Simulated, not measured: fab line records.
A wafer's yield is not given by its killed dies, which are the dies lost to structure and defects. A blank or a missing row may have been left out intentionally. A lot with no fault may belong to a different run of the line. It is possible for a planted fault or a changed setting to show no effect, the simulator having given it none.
A sampling plan put to the test    flow gf180mcu    48 faults told of in these records, all on one fab line, each judged by the records of the lots it struck
What counts as the plan is the set of the line's own looks, namely the steps on the route at which a gauge or an inspection reads a wafer and does not change it. A look is open to judgement when struck wafers have a number at it and the file gives its usual mean and standard deviation on fault-free wafers. Caught: at a look after the fault's first step, the mean of the struck wafers lies 4 or more of those standard deviations (sigma) from the usual mean. On the tool: the fault's steps, tested the same way using the tool's own readings. Another recipe on the struck wafers, or a record that is blank for them alone, also counts as caught.

## THE FAULTS, as the simulator had put them in
1. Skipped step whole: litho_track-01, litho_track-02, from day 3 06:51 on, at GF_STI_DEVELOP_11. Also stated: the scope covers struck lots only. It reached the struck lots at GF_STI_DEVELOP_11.
2. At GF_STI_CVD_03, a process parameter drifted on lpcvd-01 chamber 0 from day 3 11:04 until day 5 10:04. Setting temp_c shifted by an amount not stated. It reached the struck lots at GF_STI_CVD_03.
3. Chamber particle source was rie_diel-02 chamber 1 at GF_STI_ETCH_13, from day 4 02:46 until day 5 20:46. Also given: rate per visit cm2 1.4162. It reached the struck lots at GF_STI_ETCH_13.
4. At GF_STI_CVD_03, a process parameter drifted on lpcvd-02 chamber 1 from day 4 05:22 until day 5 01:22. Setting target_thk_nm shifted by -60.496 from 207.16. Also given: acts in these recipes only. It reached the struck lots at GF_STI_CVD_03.
5. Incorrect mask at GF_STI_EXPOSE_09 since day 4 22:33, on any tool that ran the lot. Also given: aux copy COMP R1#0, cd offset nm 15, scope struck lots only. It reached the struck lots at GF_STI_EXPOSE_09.
6. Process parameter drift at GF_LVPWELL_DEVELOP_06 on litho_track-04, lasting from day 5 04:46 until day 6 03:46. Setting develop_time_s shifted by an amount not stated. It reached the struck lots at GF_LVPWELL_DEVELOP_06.
7. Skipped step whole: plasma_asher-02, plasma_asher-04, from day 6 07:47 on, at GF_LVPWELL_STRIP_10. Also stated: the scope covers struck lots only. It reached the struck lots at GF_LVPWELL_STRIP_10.
8. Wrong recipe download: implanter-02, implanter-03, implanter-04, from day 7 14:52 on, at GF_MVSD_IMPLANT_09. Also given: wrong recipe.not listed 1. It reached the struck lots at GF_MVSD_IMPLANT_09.
9. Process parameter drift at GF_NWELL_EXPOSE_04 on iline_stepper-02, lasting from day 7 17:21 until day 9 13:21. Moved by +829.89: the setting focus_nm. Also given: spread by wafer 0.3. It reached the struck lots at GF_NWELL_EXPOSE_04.
10. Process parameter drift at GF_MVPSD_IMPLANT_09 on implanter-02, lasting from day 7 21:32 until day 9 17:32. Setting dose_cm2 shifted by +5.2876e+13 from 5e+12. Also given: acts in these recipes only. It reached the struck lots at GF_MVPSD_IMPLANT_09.
11. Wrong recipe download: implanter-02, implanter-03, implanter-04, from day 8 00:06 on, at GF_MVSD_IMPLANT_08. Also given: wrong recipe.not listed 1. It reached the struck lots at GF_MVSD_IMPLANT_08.
12. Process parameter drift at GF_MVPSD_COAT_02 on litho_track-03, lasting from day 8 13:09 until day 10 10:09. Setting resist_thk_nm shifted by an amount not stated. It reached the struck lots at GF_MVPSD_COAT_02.
13. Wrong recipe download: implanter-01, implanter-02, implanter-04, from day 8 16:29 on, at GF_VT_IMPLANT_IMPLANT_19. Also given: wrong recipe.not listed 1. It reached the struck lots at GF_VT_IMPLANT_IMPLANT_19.
14. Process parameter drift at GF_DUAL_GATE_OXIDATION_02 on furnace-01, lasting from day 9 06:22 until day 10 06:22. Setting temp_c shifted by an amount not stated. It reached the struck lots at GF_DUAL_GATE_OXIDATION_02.
15. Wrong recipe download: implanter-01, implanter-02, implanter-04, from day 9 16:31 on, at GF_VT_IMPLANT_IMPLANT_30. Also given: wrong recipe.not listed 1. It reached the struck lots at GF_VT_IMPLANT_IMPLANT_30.
16. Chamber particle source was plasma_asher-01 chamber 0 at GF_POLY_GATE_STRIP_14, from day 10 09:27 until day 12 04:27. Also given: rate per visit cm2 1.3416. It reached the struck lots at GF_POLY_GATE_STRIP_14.
17. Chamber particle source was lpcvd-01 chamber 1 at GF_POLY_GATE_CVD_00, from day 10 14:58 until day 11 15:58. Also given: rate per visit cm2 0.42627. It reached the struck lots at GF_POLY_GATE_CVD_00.
18. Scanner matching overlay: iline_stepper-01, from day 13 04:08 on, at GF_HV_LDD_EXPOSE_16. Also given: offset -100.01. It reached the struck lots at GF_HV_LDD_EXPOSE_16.
19. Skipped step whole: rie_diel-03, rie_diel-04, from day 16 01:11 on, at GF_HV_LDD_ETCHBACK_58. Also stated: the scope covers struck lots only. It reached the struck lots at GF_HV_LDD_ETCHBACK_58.
20. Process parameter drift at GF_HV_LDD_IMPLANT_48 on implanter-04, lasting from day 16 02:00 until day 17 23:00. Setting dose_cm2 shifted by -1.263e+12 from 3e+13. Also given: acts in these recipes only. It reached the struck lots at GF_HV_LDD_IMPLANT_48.
21. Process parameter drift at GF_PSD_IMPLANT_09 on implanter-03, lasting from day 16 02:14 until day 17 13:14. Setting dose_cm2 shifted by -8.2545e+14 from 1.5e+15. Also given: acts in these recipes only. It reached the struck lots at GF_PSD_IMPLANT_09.
22. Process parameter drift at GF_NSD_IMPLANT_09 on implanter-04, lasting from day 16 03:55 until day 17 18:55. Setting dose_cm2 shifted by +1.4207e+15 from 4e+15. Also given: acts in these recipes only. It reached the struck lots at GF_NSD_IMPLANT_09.
23. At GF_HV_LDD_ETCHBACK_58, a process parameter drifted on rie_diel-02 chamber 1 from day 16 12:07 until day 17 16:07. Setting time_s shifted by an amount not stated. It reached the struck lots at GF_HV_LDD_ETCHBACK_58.
24. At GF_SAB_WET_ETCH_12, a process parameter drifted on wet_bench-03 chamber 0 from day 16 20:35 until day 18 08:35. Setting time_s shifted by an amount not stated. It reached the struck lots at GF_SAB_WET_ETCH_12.
25. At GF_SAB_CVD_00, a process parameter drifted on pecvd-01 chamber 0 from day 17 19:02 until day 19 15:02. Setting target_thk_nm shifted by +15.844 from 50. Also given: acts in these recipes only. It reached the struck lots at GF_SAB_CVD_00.
26. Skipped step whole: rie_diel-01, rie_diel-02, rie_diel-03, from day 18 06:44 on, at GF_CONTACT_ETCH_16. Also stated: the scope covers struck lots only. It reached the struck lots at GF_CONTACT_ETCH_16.
27. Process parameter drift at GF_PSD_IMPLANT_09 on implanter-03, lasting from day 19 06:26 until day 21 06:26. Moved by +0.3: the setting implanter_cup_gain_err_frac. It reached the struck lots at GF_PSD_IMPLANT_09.
28. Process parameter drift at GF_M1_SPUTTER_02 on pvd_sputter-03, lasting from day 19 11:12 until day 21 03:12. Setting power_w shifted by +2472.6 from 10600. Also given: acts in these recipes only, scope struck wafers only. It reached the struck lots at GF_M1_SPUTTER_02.
29. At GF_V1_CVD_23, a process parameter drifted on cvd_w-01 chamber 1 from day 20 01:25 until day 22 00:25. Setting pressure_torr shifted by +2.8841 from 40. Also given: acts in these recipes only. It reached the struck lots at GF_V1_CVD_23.
30. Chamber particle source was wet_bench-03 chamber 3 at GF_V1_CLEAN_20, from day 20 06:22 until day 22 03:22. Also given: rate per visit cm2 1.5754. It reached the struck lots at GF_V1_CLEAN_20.
31. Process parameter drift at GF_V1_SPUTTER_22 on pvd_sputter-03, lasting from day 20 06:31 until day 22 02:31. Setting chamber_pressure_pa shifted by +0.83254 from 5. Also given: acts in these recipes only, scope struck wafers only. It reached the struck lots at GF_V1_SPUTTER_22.
32. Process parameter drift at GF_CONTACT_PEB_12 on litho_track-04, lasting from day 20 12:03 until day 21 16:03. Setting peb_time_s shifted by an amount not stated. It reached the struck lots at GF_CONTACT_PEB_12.
33. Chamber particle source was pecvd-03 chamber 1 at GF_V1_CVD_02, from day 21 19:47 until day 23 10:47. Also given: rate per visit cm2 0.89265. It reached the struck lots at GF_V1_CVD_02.
34. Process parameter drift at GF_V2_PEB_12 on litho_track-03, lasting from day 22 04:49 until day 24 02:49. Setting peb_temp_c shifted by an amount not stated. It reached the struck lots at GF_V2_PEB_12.
35. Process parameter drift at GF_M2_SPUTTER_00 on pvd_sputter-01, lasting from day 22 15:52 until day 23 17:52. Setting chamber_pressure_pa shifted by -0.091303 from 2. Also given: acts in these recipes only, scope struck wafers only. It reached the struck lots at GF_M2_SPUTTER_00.
36. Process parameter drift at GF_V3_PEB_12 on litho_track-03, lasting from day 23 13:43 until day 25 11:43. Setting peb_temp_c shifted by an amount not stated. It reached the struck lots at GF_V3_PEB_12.
37. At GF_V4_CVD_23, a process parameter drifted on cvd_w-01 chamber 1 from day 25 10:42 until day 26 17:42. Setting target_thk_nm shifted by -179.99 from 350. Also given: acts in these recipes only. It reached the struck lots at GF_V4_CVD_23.
38. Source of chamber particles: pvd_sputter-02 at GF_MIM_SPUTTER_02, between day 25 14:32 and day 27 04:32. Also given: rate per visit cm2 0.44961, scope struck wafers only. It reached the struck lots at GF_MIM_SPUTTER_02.
39. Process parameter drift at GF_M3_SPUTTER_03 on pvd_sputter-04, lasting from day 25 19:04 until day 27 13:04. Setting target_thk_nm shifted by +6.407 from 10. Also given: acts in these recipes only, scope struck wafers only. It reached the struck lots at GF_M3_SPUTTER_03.
40. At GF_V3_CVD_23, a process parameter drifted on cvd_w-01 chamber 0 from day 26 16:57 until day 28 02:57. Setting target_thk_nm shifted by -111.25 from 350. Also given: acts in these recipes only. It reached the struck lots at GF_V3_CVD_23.
41. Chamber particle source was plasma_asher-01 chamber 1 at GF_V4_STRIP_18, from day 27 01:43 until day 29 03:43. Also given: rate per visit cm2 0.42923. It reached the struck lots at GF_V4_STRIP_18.
42. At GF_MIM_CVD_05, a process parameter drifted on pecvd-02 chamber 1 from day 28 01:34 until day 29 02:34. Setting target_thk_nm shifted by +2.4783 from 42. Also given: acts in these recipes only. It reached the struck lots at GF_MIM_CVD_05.
43. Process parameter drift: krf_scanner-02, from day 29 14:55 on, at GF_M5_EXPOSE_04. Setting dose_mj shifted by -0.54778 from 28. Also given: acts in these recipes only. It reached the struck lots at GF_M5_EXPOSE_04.
44. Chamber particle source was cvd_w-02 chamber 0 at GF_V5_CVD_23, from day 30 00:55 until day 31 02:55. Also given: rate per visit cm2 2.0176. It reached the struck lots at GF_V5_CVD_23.
45. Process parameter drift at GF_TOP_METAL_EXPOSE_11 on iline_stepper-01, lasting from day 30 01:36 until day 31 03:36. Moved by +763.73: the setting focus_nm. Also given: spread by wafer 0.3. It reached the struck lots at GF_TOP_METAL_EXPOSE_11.
46. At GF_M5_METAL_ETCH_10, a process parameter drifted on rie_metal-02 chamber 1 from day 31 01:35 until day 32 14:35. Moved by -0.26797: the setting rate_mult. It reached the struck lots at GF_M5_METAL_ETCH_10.
47. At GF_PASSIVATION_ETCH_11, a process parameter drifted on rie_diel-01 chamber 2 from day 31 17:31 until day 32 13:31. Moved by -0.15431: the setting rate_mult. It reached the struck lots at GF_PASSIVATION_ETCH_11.
48. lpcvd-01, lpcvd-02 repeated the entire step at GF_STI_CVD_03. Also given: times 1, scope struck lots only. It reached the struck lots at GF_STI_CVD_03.

## WHAT THE PLAN SAW
fault  on the tool itself                                first look that catches it                       reading, sigma                                         median hours from its first step to that look  hours from the fault's start to the first struck lot there  judged looks passed uncaught
1      no reading that can be judged                     no look after it can be judged                   -                                                      -                                              -                                                           0
2      susceptor_temp_C +20 sigma                        GF_STI_THK_MEAS_04                               STI_CVD_03_THK +15                                     2.0                                            4                                                           0
3      under 2 sigma                                     not the one look that can be judged after it     -                                                      -                                              -                                                           1
4      under 2 sigma                                     GF_STI_THK_MEAS_04                               STI_CVD_03_THK -28                                     2.0                                            6                                                           0
5      no reading that can be judged                     GF_STI_CD_MEAS_12                                cd_nm +12                                              6.7                                            9                                                           0
6      no reading that can be judged                     GF_LVPWELL_TW_MEAS_11                            LVPWELL_TW -99 or beyond                               1.1                                            4                                                           0
7      the tool's record is blank for the struck wafers  GF_MVSD_TW_MEAS_11                               MVSD_TW -99 or beyond                                  15.5                                           17                                                          1
8      no reading that can be judged                     GF_MVSD_TW_MEAS_11                               MVSD_TW +7.8                                           0.2                                            6                                                           0
9      under 2 sigma                                     none of the 5 looks that can be judged after it  -                                                      -                                              -                                                           5
10     dose_ions_cm2 +99 or beyond sigma                 GF_MVPSD_TW_MEAS_11                              MVPSD_TW +40                                           0.2                                            5                                                           0
11     under 2 sigma                                     GF_MVSD_TW_MEAS_11                               MVSD_TW +62                                            0.4                                            2                                                           0
12     under 2 sigma                                     no look after it can be judged                   -                                                      -                                              -                                                           0
13     under 2 sigma                                     GF_VT_IMPLANT_TW_MEAS_21                         VT_IMPLANT_2_TW -60                                    0.2                                            4                                                           0
14     tube_center_temp_C -44 sigma                      none of the 2 looks that can be judged after it  -                                                      -                                              -                                                           2
15     under 2 sigma                                     GF_VT_IMPLANT_TW_MEAS_32                         VT_IMPLANT_3_TW +99 or beyond                          0.2                                            3                                                           0
16     under 2 sigma                                     none of the 2 looks that can be judged after it  -                                                      -                                              -                                                           2
17     under 2 sigma                                     not the one look that can be judged after it     -                                                      -                                              -                                                           1
18     no reading that can be judged                     GF_HV_LDD_OVL_MEAS_20                            HV_LDD_01_OVL -71                                      10.2                                           29                                                          0
19     the tool's record is blank for the struck wafers  no look after it can be judged                   -                                                      -                                              -                                                           0
20     dose_ions_cm2 -44 sigma                           no look after it can be judged                   -                                                      -                                              -                                                           0
21     dose_ions_cm2 -99 or beyond sigma                 GF_PSD_TW_MEAS_11                                PSD_TW -43                                             0.2                                            9                                                           0
22     dose_ions_cm2 +99 or beyond sigma                 GF_PSD_RS_MEAS_14                                NSD_RS -13                                             23.3                                           28                                                          1
23     run_length_s -39 sigma                            none of the 6 looks that can be judged after it  strongest: NSD_TW at GF_NSD_TW_MEAS_12, +2.0           -                                              -                                                           6
24     run_length_s -65 sigma                            no look after it can be judged                   -                                                      -                                              -                                                           0
25     under 2 sigma                                     GF_SAB_THK_MEAS_01                               SAB_CVD_00_THK +22                                     0.0                                            11                                                          0
26     the tool's record is blank for the struck wafers  no look after it can be judged                   -                                                      -                                              -                                                           0
27     faraday_current_uA +14 sigma                      GF_PSD_TW_MEAS_11                                PSD_TW -14                                             0.2                                            5                                                           0
28     cathode_dc_power_W +99 or beyond sigma            GF_M1_RS_MEAS_05                                 M1_ALCU_RS -15                                         0.1                                            11                                                          0
29     chamber_pressure_Torr +31 sigma                   not the one look that can be judged after it     -                                                      -                                              -                                                           1
30     no reading that can be judged                     not the one look that can be judged after it     -                                                      -                                              -                                                           1
31     chamber_pressure_pa +69 sigma                     no look after it can be judged                   -                                                      -                                              -                                                           0
32     no reading that can be judged                     not the one look that can be judged after it     strongest: cd_nm at GF_CONTACT_CD_MEAS_14, +3.0        -                                              -                                                           1
33     under 2 sigma                                     none of the 2 looks that can be judged after it  -                                                      -                                              -                                                           2
34     heater_power_total_W +36 sigma                    GF_V2_CD_MEAS_14                                 cd_nm +5.8                                             0.3                                            14                                                          0
35     chamber_pressure_pa -24 sigma                     no look after it can be judged                   -                                                      -                                              -                                                           0
36     heater_power_total_W +19 sigma                    GF_V3_CD_MEAS_14                                 cd_nm +5.0                                             0.4                                            10                                                          0
37     under 2 sigma                                     GF_V4_RS_MEAS_24                                 V4_W_RS +73                                            0.1                                            6                                                           0
38     under 2 sigma                                     none of the 5 looks that can be judged after it  -                                                      -                                              -                                                           5
39     under 2 sigma                                     no look after it can be judged                   -                                                      -                                              -                                                           0
40     under 2 sigma                                     GF_V3_RS_MEAS_24                                 V3_W_RS +54                                            0.1                                            10                                                          0
41     under 2 sigma                                     none of the 2 looks that can be judged after it  -                                                      -                                              -                                                           2
42     under 2 sigma                                     not the one look that can be judged after it     strongest: MIM_CVD_05_THK at GF_MIM_THK_MEAS_06, +3.7  -                                              -                                                           1
43     exposure_dose_mJ_cm2 -18 sigma                    none of the 2 looks that can be judged after it  strongest: cd_nm at GF_M5_CD_MEAS_07, +2.2             -                                              -                                                           2
44     under 2 sigma                                     none of the 2 looks that can be judged after it  -                                                      -                                              -                                                           2
45     under 2 sigma                                     GF_TOP_METAL_CD_MEAS_14                          cd_nm -34                                              8.2                                            32                                                          0
46     oes_product_au -27 sigma                          no look after it can be judged                   -                                                      -                                              -                                                           0
47     oes_product_au -9.6 sigma                         no look after it can be judged                   -                                                      -                                              -                                                           0
48     under 2 sigma                                     GF_STI_THK_MEAS_04                               STI_CVD_03_THK +98                                     4.9                                            -                                                           0
A dash: the fault is not caught, or the number is missing from these records.

Caught at a look: 22 of 48. Caught on the tool: 21 of 48. By one or the other: 34 of 48.
Faults 14, 19, 20, 23, 24, 26, 29, 31, 35, 43, 46, 47 were caught on the tool alone.
Caught at a look alone: faults 4, 5, 6, 8, 11, 13, 15, 18, 25, 37, 40, 45, 48.
Caught by neither: faults 1, 3, 9, 12, 16, 17, 30, 32, 33, 38, 39, 41, 42, 44.

## THINNER SAMPLING
In the worst case, this is how late the first struck lot would be measured if the look that catches a fault measured only every second or every third lot, by lot number:
fault  struck lots at that look, in order of time  every lot  every second lot  every third lot
2      L741, L746                                  4 h        30 h              may miss all 2
4      L429, L430                                  6 h        8 h               may miss all 2
5      L395                                        9 h        may miss it       may miss it
6      L216, L217, L218                            4 h        10 h              16 h
7      L291, L292, L293                            17 h       22 h              26 h
8      L631, L632                                  6 h        8 h               may miss all 2
10     L519, L520                                  5 h        16 h              may miss all 2
11     L650, L651                                  2 h        8 h               may miss all 2
13     L797, L798, L799                            4 h        10 h              15 h
15     L795, L796, L797                            3 h        8 h               14 h
18     L745, L746                                  29 h       35 h              may miss all 2
21     L537, L538                                  9 h        20 h              may miss all 2
22     L290, L292                                  28 h       may miss all 2    may miss all 2
25     L178, L179                                  11 h       20 h              may miss all 2
27     L536, L538                                  5 h        may miss all 2    may miss all 2
28     L415, L418                                  11 h       32 h              may miss all 2
34     L747, L750                                  14 h       45 h              may miss all 2
36     L907, L908                                  10 h       19 h              may miss all 2
37     L846, L848                                  6 h        may miss all 2    may miss all 2
40     L704, L705, L707                            10 h       20 h              may miss all 3
45     L257, L258                                  32 h       33 h              may miss all 2
Hours: fault start to first struck lot measured. Since the struck wafers were tested as one group against 4 sigma, a single lot by itself may lie under the limit. Other struck lots may not be in these records.

## THE LONGEST TIMED WAY FROM STEP TO LOOK
Fault 22: a median of 23.3 hours passes between GF_NSD_IMPLANT_09 and GF_PSD_RS_MEAS_14. The look between them that can be judged stayed within 4 sigma: GF_NSD_TW_MEAS_12.
